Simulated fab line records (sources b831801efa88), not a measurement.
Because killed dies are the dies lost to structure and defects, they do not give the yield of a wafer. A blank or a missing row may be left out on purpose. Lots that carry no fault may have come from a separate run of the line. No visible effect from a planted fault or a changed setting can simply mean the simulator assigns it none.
Which of the tools did it?	flow sky130	11 lots, 33 wafers sampled, at 3 steps of a route of 708

WHAT THE GAUGES SHOWED, per wafer
SKY_VIA2_RS_MEAS_22: the measuring method here is four-point-probe.
lot	measured	on	VIA2_W_RS (ohm/sq)
L290	day 38 14:03	filmMetro-02	0.268 0.272 0.282
L292	day 39 12:41	filmMetro-03	0.265 0.278 0.265
L293	day 39 18:46	filmMetro-02	0.271 0.271 0.274
L295	day 40 08:53	filmMetro-01	0.282 0.268 0.278
L299	day 41 19:41	filmMetro-01	0.273 0.274 0.277
L301	day 42 07:32	filmMetro-01	0.268 0.263 0.275
L303	day 42 16:18	filmMetro-01	0.278 0.268 0.274
L304	day 43 03:29	filmMetro-01	0.270 0.277 0.270
L307	day 43 22:38	filmMetro-02	0.271 0.270 0.268
L308	day 44 04:20	filmMetro-03	0.278 0.277 0.278
L311	day 44 21:29	filmMetro-03	0.273 0.274 0.273

WHICH TOOL RAN EACH LOT (tool, then ch and the chambers of the sampled wafers, then the start)
lot	SKY_VIA2_CMP_02	SKY_VIA2_ETCH_14
L290	cmp-02 ch 1,2,3, day 37 07:48	rieDiel-02 ch 0,1,3, day 38 13:06
L292	cmp-02 ch 2,3, day 38 05:31	rieDiel-04 ch 1,2,3, day 39 11:42
L293	cmp-02 ch 1,2,3, day 38 11:20	rieDiel-02 ch 0,2,3, day 39 17:48
L295	cmp-01 ch 1,2, day 39 02:10	rieDiel-02 ch 0,1,2, day 40 08:00
L299	cmp-02 ch 1,2,3, day 40 15:29	rieDiel-03 ch 0,2,3, day 41 18:48
L301	cmp-01 ch 0,1, day 41 04:26	rieDiel-04 ch 1,2,3, day 42 06:33
L303	cmp-01 ch 1,3, day 41 13:58	rieDiel-02 ch 0,1,3, day 42 15:25
L304	cmp-02 ch 0,1, day 42 03:00	rieDiel-02 ch 1,2, day 43 02:36
L307	cmp-01 ch 0,1,3, day 42 21:34	rieDiel-04 ch 1,3, day 43 21:45
L308	cmp-01 ch 0,3, day 43 03:13	rieDiel-02 ch 0,1,3, day 44 03:24
L311	cmp-02 ch 0,3, day 43 21:10	rieDiel-02 ch 0,1, day 44 20:36
- SKY_VIA2_CMP_02: polishes SiO2.
- SKY_VIA2_ETCH_14: etches BARC in N2/H2, stops on SiO2, time 45.9 s, target depth 60 nm.

THE ANSWER, worked out from the rows above alone
Rule: what is usual is taken from the lots themselves. The widest of any qualifying gaps counts: lots, ordered by their means at a reading, are off when they make up no more than a third of the lots, leave a main group of 4 or more, and stand apart from it by 3 or more times the standard deviation of that group's means. A main group whose means are all the same, to the digits that the tables above print for the reading, isn't used. A lot without any number at a reading at which 4 lots or more have one is off too. Where the step has rows for the other lots, those lots are counted as sound.
No lot is off on any of the readings shown, so nothing can be concluded from this.

WHAT WAS PUT IN BY THE SIMULATOR
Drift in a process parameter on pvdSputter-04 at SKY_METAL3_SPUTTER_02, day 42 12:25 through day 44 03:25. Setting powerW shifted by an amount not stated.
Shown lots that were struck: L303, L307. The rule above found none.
